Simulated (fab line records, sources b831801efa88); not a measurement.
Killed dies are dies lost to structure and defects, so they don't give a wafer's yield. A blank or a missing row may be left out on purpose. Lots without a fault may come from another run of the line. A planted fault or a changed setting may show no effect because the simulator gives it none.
fab line records | flow sky130
record lots=10 wafers=30 last_day=50
route steps=708 shown VIA2@510 CAPM@539 PAD_OPEN@708
lots that met no fault: from a run of the same line without faults
start_h: hours from the record's first day to the start of the lot's first wafer shown | wait_h: hours since the lot's step before | " the same as in the row above | L1.1+2: a row that stands for several wafers | - no value, or no start given | * or withheld: withheld | < > ~ a bound
route shown NAME@n: a module of which the file shows steps, and the number in the route of the first | usual: mean/standard deviation of fault-free wafers | same: alike in all rows | chamber/n: place in a boat | sites: the reading at each site | _std_site: their standard deviation | _edge_site: outer sites' mean less inner sites' | radius_mm: how far each site lies from the wafer's centre | mask NAME#n: copy n | behind: the tool/chamber that last shaped the wafer | hold: why the lot was held/for how many hours/how that ended | device: the transistor (n, p or np) that didn't switch | end of line: the same wafers' tests at the end of the route | a step without rows: its recipe alone | killed: dies lost to structure and defects at the first sort, not the wafer's yield | map: a wafer's dies, x killed, . not, _ none there
set.NAME: the setting as run; set.NAME@STEP: as run at that earlier step | model.NAME: the simulator's own value behind a step, which no gauge read
steps of the route over a sample of lots; a table a step, a row a wafer
services: from which hour (start_h, from the record's first day; less than 0 if before it) a tool's chamber was out of use, for how many hours, and why
## steps
# step SKY_VIA2_BOW_MEAS_03
# recipe mode=bow
# usual VIA2_BOW=87/7.9
# columns lot.wafer tool chamber start_h wait_h VIA2_BOW[um]
L284.1 film_metro-02 - 815.73 0.2 96
L284.2 " - " " 88
L284.5 " - " " 91
L286.1 film_metro-02 - 836.20 0.1 85
L286.3 " - " " 96
L286.4 " - " " 89
L287.2 film_metro-03 - 841.80 0.2 89
L287.5 " - " " 74
L287.6 " - " " 74
L293.3 film_metro-02 - 898.40 0.3 89
L293.4 " - " " 84
L293.6 " - " " 76
L295.1 film_metro-04 - 910.45 0.1 88
L295.3 " - " " 72
L295.6 " - " " 83
L297.1 film_metro-02 - 921.21 0.1 83
L297.2 " - " " 94
L297.4 " - " " 91
L304.2 film_metro-03 - 987.67 0.1 76
L304.3 " - " " 98
L304.5 " - " " 100
L307.2 film_metro-03 - 998.40 0.2 80
L307.3 " - " " 89
L307.5 " - " " 90
L306.1 film_metro-03 - 1001.28 0.1 95
L306.2 " - " " 88
L306.6 " - " " 89
L305.2 film_metro-04 - 1005.45 0.2 79
L305.4 " - " " 88
L305.6 " - " " 74
# step SKY_VIA2_ETCH_15
# recipe target=SiO2 chemistry=C4F8/O2/Ar target_depth_nm=546 stop_on=TiN mask_material=KrF-thick source_w=1500 bias_w=1200 pressure_mtorr=40 c4f8_flow_sccm=withheld O2_flow_sccm=6 Ar_flow_sccm=300 time_s=84
# usual oes_product_au=0.939/0.0044
# columns lot.wafer tool chamber start_h wait_h oes_product_au rf_hours_counter_h
L284.1 rie_diel-04 2 842.38 0.0 0.946 12
L284.2 " 0 " " 0.936 8
L284.5 " 3 " " 0.942 -
L286.1 rie_diel-01 0 862.25 0.0 0.940 9
L286.3 " 2 " " 0.940 12
L286.4 " 3 " " 0.944 17
L287.2 rie_diel-02 1 868.00 0.0 0.934 19
L287.5 " 0 " " 0.931 -
L287.6 " 1 " " 0.938 -
L293.3 rie_diel-02 0 924.45 0.0 0.947 19
L293.4 " 1 " " 0.932 21
L293.6 " 2 " " 0.948 -
L295.1 rie_diel-01 1 936.31 0.0 0.944 9
L295.3 " 2 " " 0.939 15
L295.6 " 0 " " 0.935 -
L297.1 rie_diel-04 1 946.96 0.0 0.945 12
L297.2 " 3 " " 0.936 6
L297.4 " 0 " " 0.939 10
L304.2 rie_diel-01 3 1011.06 0.0 0.949 22
L304.3 " 2 " " 0.936 17
L304.5 " 2 " " 0.937 -
L307.2 rie_diel-01 0 1022.41 0.0 0.941 14
L307.3 " 2 " " 0.930 18
L307.5 " 2 " " 0.935 -
L306.1 rie_diel-02 1 1024.15 0.0 0.941 25
L306.2 " 3 " " 0.934 11
L306.6 " 3 " " 0.933 -
L305.2 rie_diel-02 2 1028.81 0.0 0.936 19
L305.4 " 0 " " 0.938 23
L305.6 " 0 " " 0.938 -
# step SKY_VIA2_STRIP_16
# recipe chemistry=O2/N2 power_w=1400 pressure_mtorr=1500 platen_temp_c=withheld o2_flow_sccm=3000 n2_flow_sccm=300 overash_fraction=0.5
# usual drypump_motor_current_A=5.74/0.29 oes_product_au=0.399/0.0053 strip_time_to_endpoint_s=4.06/0.037
# columns lot.wafer tool chamber start_h wait_h drypump_motor_current_A oes_product_au rf_hours_counter_h strip_time_to_endpoint_s
L284.1 plasma_asher-02 0 842.44 0.0 6.14 0.396 98 4.09
L284.2 " 1 " " 5.47 0.395 98 4.07
L284.5 " 0 " " 6.13 0.401 - 4.12
L286.1 plasma_asher-04 1 862.32 0.0 5.94 0.402 12 4.02
L286.3 " 0 " " 5.51 0.396 - 4.09
L286.4 " 1 " " 5.95 0.391 - 4.04
L287.2 plasma_asher-02 0 868.07 0.0 6.12 0.405 100 4.09
L287.5 " 0 " " 6.13 0.399 - 4.01
L287.6 " 1 " " 5.48 0.397 - 4.07
L293.3 plasma_asher-02 1 924.55 0.1 5.46 0.396 - 4.00
L293.4 " 0 " " 6.11 0.400 - 4.06
L293.6 " 0 " " 6.13 0.394 - 4.08
L295.1 plasma_asher-04 0 936.38 0.0 5.52 0.397 20 4.02
L295.3 " 1 " " 5.98 0.401 - 4.08
L295.6 " 0 " " 5.46 0.396 - 4.01
L297.1 plasma_asher-02 0 947.03 0.0 6.11 0.410 109 4.08
L297.2 " 1 " " 5.47 0.397 109 4.11
L297.4 " 0 " " 6.12 0.404 - 4.11
L304.2 plasma_asher-04 0 1011.13 0.0 5.52 0.403 27 4.05
L304.3 " 0 " " 5.56 0.394 - 4.12
L304.5 " 0 " " 5.54 0.405 - 4.08
L307.2 plasma_asher-04 1 1022.48 0.0 5.94 0.395 28 4.07
L307.3 " 1 " " 5.95 0.399 - 4.06
L307.5 " 1 " " 5.94 0.406 - 4.05
L306.1 plasma_asher-04 0 1024.21 0.0 5.51 0.406 28 4.11
L306.2 " 1 " " 5.95 0.403 28 4.06
L306.6 " 0 " " 5.55 0.401 - 4.04
L305.2 plasma_asher-04 0 1028.88 0.0 5.51 0.399 28 4.11
L305.4 " 1 " " 5.97 0.397 - 4.03
L305.6 " 1 " " 5.98 0.403 - 4.05
# step SKY_CAPM_SPUTTER_02
# recipe material=TiN target_thk_nm=200 temp_c=300 power_w=6500 time_s=166.7 chamber_pressure_pa=0.4
# usual throttle_valve_pct=29.6/0.81
# columns lot.wafer tool chamber start_h wait_h throttle_valve_pct
L284.1 pvd_sputter-01 - 843.96 0.1 30.2
L284.2 " - " " 27.4
L284.5 " - " " 29.3
L286.1 pvd_sputter-03 - 863.82 0.1 29.3
L286.3 " - " " 31.1
L286.4 " - " " 29.3
L287.2 pvd_sputter-03 - 869.57 0.0 29.2
L287.5 " - " " 28.9
L287.6 " - " " 30.8
L293.3 pvd_sputter-03 - 926.23 0.0 29.3
L293.4 " - " " 29.0
L293.6 " - " " 31.1
L295.1 pvd_sputter-03 - 937.92 0.1 29.1
L295.3 " - " " 29.4
L295.6 " - " " 31.2
L297.1 pvd_sputter-02 - 948.56 0.1 30.4
L297.2 " - " " 29.5
L297.4 " - " " 29.4
L304.2 pvd_sputter-02 - 1012.66 0.0 29.0
L304.3 " - " " 30.5
L304.5 " - " " 30.3
L307.2 pvd_sputter-01 - 1023.98 0.0 30.3
L307.3 " - " " 29.4
L307.5 " - " " 29.6
L306.1 pvd_sputter-01 - 1025.71 0.1 29.3
L306.2 " - " " 29.5
L306.6 " - " " 29.4
L305.2 pvd_sputter-02 - 1030.38 0.0 29.2
L305.4 " - " " 29.2
L305.6 " - " " 30.5
# step SKY_CAPM_RS_MEAS_03
# recipe thk_meas_gauge=four-point-probe reads=TiN_of_CAPM_SPUTTER_02
# usual CAPM_TIN_RS=6.85/0.082
# columns lot.wafer tool chamber start_h wait_h CAPM_TIN_RS[ohm/sq]
L284.1 film_metro-03 - 844.07 0.1 6.71
L284.2 " - " " 6.75
L284.5 " - " " 6.79
L286.1 film_metro-01 - 863.93 0.1 7.01
L286.3 " - " " 6.87
L286.4 " - " " 6.88
L287.2 film_metro-01 - 869.70 0.1 6.90
L287.5 " - " " 6.86
L287.6 " - " " 6.86
L293.3 film_metro-04 - 926.38 0.1 6.96
L293.4 " - " " 6.82
L293.6 " - " " 8.28
L295.1 film_metro-04 - 938.03 0.1 6.95
L295.3 " - " " 6.95
L295.6 " - " " 8.18
L297.1 film_metro-03 - 948.67 0.1 6.67
L297.2 " - " " 6.77
L297.4 " - " " 6.78
L304.2 film_metro-01 - 1012.79 0.1 6.90
L304.3 " - " " 7.05
L304.5 " - " " 7.00
L307.2 film_metro-04 - 1024.10 0.1 6.90
L307.3 " - " " 6.90
L307.5 " - " " 6.88
L306.1 film_metro-03 - 1025.82 0.1 6.80
L306.2 " - " " 6.78
L306.6 " - " " 6.79
L305.2 film_metro-04 - 1030.50 0.1 6.79
L305.4 " - " " 6.79
L305.6 " - " " 6.87
# step SKY_CAPM_THK_MEAS_04
# recipe thk_meas_gauge=xrf reads=TiN_of_CAPM_SPUTTER_02
# usual CAPM_TIN_THK=204.2/2.6
# columns lot.wafer tool chamber start_h wait_h CAPM_TIN_THK[nm]
L284.1 film_metro-03 - 844.19 0.1 206.1
L284.2 " - " " 204.8
L284.5 " - " " 204.2
L286.1 film_metro-01 - 864.05 0.1 199.1
L286.3 " - " " 205.3
L286.4 " - " " 203.6
L287.2 film_metro-01 - 869.81 0.1 202.8
L287.5 " - " " 203.7
L287.6 " - " " 202.7
L293.3 film_metro-04 - 926.48 0.1 202.5
L293.4 " - " " 207.5
L293.6 " - " " 171.1
L295.1 film_metro-04 - 938.15 0.1 203.3
L295.3 " - " " 203.7
L295.6 " - " " 172.9
L297.1 film_metro-03 - 948.79 0.1 207.9
L297.2 " - " " 205.4
L297.4 " - " " 206.0
L304.2 film_metro-01 - 1012.90 0.1 202.7
L304.3 " - " " 198.8
L304.5 " - " " 199.6
L307.2 film_metro-04 - 1024.21 0.1 205.3
L307.3 " - " " 205.0
L307.5 " - " " 205.6
L306.1 film_metro-03 - 1025.94 0.1 205.4
L306.2 " - " " 206.0
L306.6 " - " " 204.5
L305.2 film_metro-04 - 1030.61 0.1 208.3
L305.4 " - " " 208.2
L305.6 " - " " 206.8
# step SKY_CAPM_METAL_ETCH_13
# recipe target_depth_nm=220 stop_on=SiO2 chemistry=Cl2/BCl3 target=TiN pressure_mtorr=10 icp_w=900 bias_w=48.5 Cl2_flow_sccm=60 bcl3_flow_sccm=30 time_s=62.9
# usual drypump_motor_current_A=5.9/0.32 oes_product_au=0.946/0.0077 throttle_valve_pct=21.899/0.0099
# columns lot.wafer tool chamber start_h wait_h drypump_motor_current_A oes_product_au rf_hours_counter_h throttle_valve_pct
L284.1 rie_metal-04 0 869.89 0.0 6.1 0.953 8 21.878
L284.2 " 1 " " 5.5 0.952 14 21.885
L284.5 " 1 " " 5.5 0.946 - 21.902
L286.1 rie_metal-04 1 889.49 0.0 5.5 0.930 15 21.914
L286.3 " 1 " " 5.5 0.942 - 21.892
L286.4 " 0 " " 6.1 0.943 - 21.908
L287.2 rie_metal-04 1 895.09 0.0 5.5 0.949 15 21.906
L287.5 " 0 " " 6.1 0.945 - 21.888
L287.6 " 1 " " 5.5 0.945 - 21.890
L293.3 rie_metal-03 0 951.01 0.0 5.8 0.939 - 21.911
L293.4 " 1 " " 6.0 0.953 - 21.891
L293.6 " 1 " " 6.0 0.852 - 21.960
L295.1 rie_metal-01 1 962.74 0.0 6.5 0.933 11 21.922
L295.3 " 0 " " 5.2 0.934 - 21.895
L295.6 " 1 " " 6.5 0.856 - 21.969
L297.1 rie_metal-04 1 972.94 0.0 5.5 0.959 1 21.879
L297.2 " 0 " " 6.1 0.956 13 21.896
L297.4 " 0 " " 6.1 0.947 - 21.887
L304.2 rie_metal-04 0 1035.12 0.0 6.1 0.942 16 21.905
L304.3 " 1 " " 5.5 0.931 - 21.905
L304.5 " 1 " " 5.5 0.926 - 21.906
L307.2 rie_metal-03 0 1046.32 0.0 5.8 0.945 17 21.906
L307.3 " 1 " " 6.0 0.934 - 21.914
L307.5 " 0 " " 5.8 0.946 - 21.903
L306.1 rie_metal-04 1 1048.02 0.0 5.5 0.947 4 21.899
L306.2 " 0 " " 6.1 0.949 17 21.876
L306.6 " 1 " " 5.5 0.943 - 21.912
L305.2 rie_metal-01 0 1052.12 0.0 5.2 0.945 12 21.898
L305.4 " 0 " " 5.1 0.949 - 21.902
L305.6 " 1 " " 6.5 0.941 - 21.902
# step SKY_PAD_OPEN_PROBE_99
# usual defect_limited_yield=82.8/2.1 killed_at_M0_to_M3=42/6.6 killed_at_M4_up=3.1/1.9 killed_at_contacts=24/5.6 killed_at_front_end=15/4.8 killed_at_other=0.3/0.48 killed_dies=84/10 killed_open=47/6.8 killed_short=37/6.8 sort_bin_3_pad_short=0.9/0.48 sort_bin_5_function=10.1/1.4 sort_bin_6_memory=6.2/1.2 sort_bin_8_speed=0.00/0.017 sort_n_pass=408/10 sort_yield_pct=82.8/2.1
# same gross_dies=492 killed_at_back_side=0 sort_bin_4_leakage[%]=0
# columns lot.wafer tool chamber start_h wait_h defect_limited_yield[%] killed_at_M0_to_M3 killed_at_M4_up killed_at_contacts killed_at_front_end killed_at_other killed_dies killed_open killed_short sort_bin_3_pad_short[%] sort_bin_5_function[%] sort_bin_6_memory[%] sort_bin_8_speed[%] sort_n_pass sort_yield_pct[%]
L295.1 prober-01 - 1145.48 0.1 86.4 29 2 23 12 1 67 34 33 0.6 8.5 4.5 0 425 86.4
L295.3 prober-01 - 1145.58 0.2 82.1 47 6 22 13 0 88 47 41 1.0 8.9 7.9 0 404 82.1
L295.6 prober-01 - 1145.73 0.3 82.1 49 0 23 16 0 88 55 33 1.0 10.6 6.3 0 404 82.1
L304.2 prober-01 - 1197.82 0.1 82.9 36 1 30 16 1 84 45 39 0.4 10.2 6.5 0 408 82.9
L304.3 prober-01 - 1197.87 0.2 83.7 47 3 25 5 0 80 46 34 0.2 9.1 6.9 0 412 83.7
L304.5 prober-01 - 1197.97 0.2 85.4 42 2 19 8 1 72 39 33 0.2 9.6 4.9 0 420 85.4
L305.2 prober-01 - 1209.35 0.1 81.7 46 4 34 6 0 90 54 36 0.6 11.4 6.3 0 402 81.7
L305.4 prober-01 - 1209.45 0.2 84.8 47 3 8 17 0 75 39 36 1.2 8.9 5.1 0 417 84.8
L305.6 prober-01 - 1209.55 0.2 84.3 38 3 20 16 0 77 41 36 1.8 7.1 6.7 0 415 84.3
# killed by level:class
L295.1 VIA1:geometric_particle:open=7 METAL1:geometric_particle:short=7 LI_CONTACT:geometric_particle:open=7 CONTACT:geometric_particle:short=7 CONTACT:geometric_particle:open=7 POLY_GATE:geometric_particle:open=4 METAL2:geometric_particle:short=4 VIA2:geometric_particle:open=3
L295.3 CONTACT:geometric_particle:open=10 VIA3:geometric_particle:open=10 VIA2:geometric_particle:open=8 METAL1:geometric_particle:short=7 VIA1:geometric_particle:open=6 FIELD_ISO:geometric_particle:short=5 LI_CONTACT:geometric_particle:open=5 METAL2:geometric_particle:short=5
L295.6 VIA1:geometric_particle:open=11 VIA2:geometric_particle:open=10 CONTACT:geometric_particle:open=9 POLY_GATE:geometric_particle:short=6 CONTACT:geometric_particle:short=6 LI_CONTACT:geometric_particle:open=5 VIA3:geometric_particle:open=5 VIA1:geometric_particle:short=5
L304.2 CONTACT:geometric_particle:open=11 FIELD_ISO:geometric_particle:open=7 METAL1:geometric_particle:short=7 LOCAL_INTERCONNECT:geometric_particle:short=6 VIA2:geometric_particle:open=6 LI_CONTACT:geometric_particle:open=5 CONTACT:geometric_particle:short=5 VIA1:geometric_particle:open=5
L304.3 CONTACT:geometric_particle:open=9 VIA1:geometric_particle:short=9 VIA2:geometric_particle:open=8 VIA1:geometric_particle:open=7 VIA3:geometric_particle:open=7 LI_CONTACT:geometric_particle:open=6 METAL2:geometric_particle:short=5 CONTACT:geometric_particle:short=4
L304.5 CONTACT:geometric_particle:open=8 VIA2:geometric_particle:open=8 METAL1:geometric_particle:short=7 VIA1:geometric_particle:open=6 METAL2:geometric_particle:short=4 LOCAL_INTERCONNECT:geometric_particle:short=4 CONTACT:geometric_particle:short=4 VIA1:geometric_particle:short=4
L305.2 CONTACT:geometric_particle:open=14 VIA1:geometric_particle:open=14 LI_CONTACT:geometric_particle:open=6 METAL2:geometric_particle:short=6 VIA2:geometric_particle:open=5 LOCAL_INTERCONNECT:geometric_particle:short=5 VIA3:geometric_particle:open=5 CONTACT:geometric_particle:short=5
L305.4 VIA1:geometric_particle:open=8 VIA1:geometric_particle:short=8 VIA2:geometric_particle:open=7 POLY_GATE:geometric_particle:short=5 LI_CONTACT:geometric_particle:open=5 FIELD_ISO:geometric_particle:open=4 VIA3:geometric_particle:open=4 VIA3:geometric_particle:short=4
L305.6 LI_CONTACT:geometric_particle:open=9 POLY_GATE:geometric_particle:short=6 CONTACT:geometric_particle:open=6 METAL1:geometric_particle:short=6 VIA3:geometric_particle:open=6 FIELD_ISO:geometric_particle:open=5 VIA1:geometric_particle:open=5 METAL1:geometric_particle:open=4
## services
# columns tool chamber start_h hours kind
rie_metal-03 - 831.47 5.8 repair
pvd_sputter-03 - 832.78 2.4 repair
pvd_sputter-02 - 838.63 0.8 repair
rie_diel-04 - 879.72 1.5 repair
plasma_asher-04 - 894.74 0.4 repair
plasma_asher-04 - 903.33 1.3 repair
pvd_sputter-01 - 908.64 2.2 repair
pvd_sputter-02 - 927.87 0.9 repair
plasma_asher-02 - 929.94 3.6 repair
rie_metal-04 1 932.66 - clean
rie_metal-01 1 938.43 16.3 repair
plasma_asher-04 - 975.69 2.8 pm
rie_diel-01 3 1003.96 5.2 repair
rie_metal-04 - 1007.21 0.1 repair
rie_metal-04 - 1016.42 0.6 repair
pvd_sputter-03 - 1016.58 0.5 repair
pvd_sputter-01 - 1019.03 4.9 repair
rie_diel-02 2 1019.04 7.8 repair
rie_metal-01 1 1020.24 4.8 repair
rie_diel-01 - 1023.78 0.5 repair
rie_diel-01 - 1027.65 2.8 pm
pvd_sputter-02 - 1031.99 18.2 repair
plasma_asher-04 - 1043.47 28.1 pm
rie_diel-04 0 1049.16 8.0 repair
## key
first_sign step=SKY_CAPM_RS_MEAS_03 reading=CAPM_TIN_RS direction=up sigmas=17 usual=6.85 struck=8.23
effect step=SKY_CAPM_THK_MEAS_04 reading=CAPM_TIN_THK direction=down sigmas=12 usual=204.2 struck=172.0
effect step=SKY_CAPM_METAL_ETCH_13 reading=oes_product_au direction=down sigmas=12 usual=0.946 struck=0.854
met_at SKY_CAPM_SPUTTER_02
struck_lots L293,L295
struck_wafers L293.6,L295.6
not_acting_at SKY_VIA2_BOW_MEAS_03,SKY_VIA2_ETCH_15,SKY_VIA2_STRIP_16
onset_between 869.57 926.23
fault kind=process_parameter_drift tool=pvd_sputter-03 chamber=- onset_h=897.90 steps=SKY_CAPM_SPUTTER_02 channel=time_s offset=* shape=step end_h=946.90 acts_in=* stated=* scope=struck_wafers_only
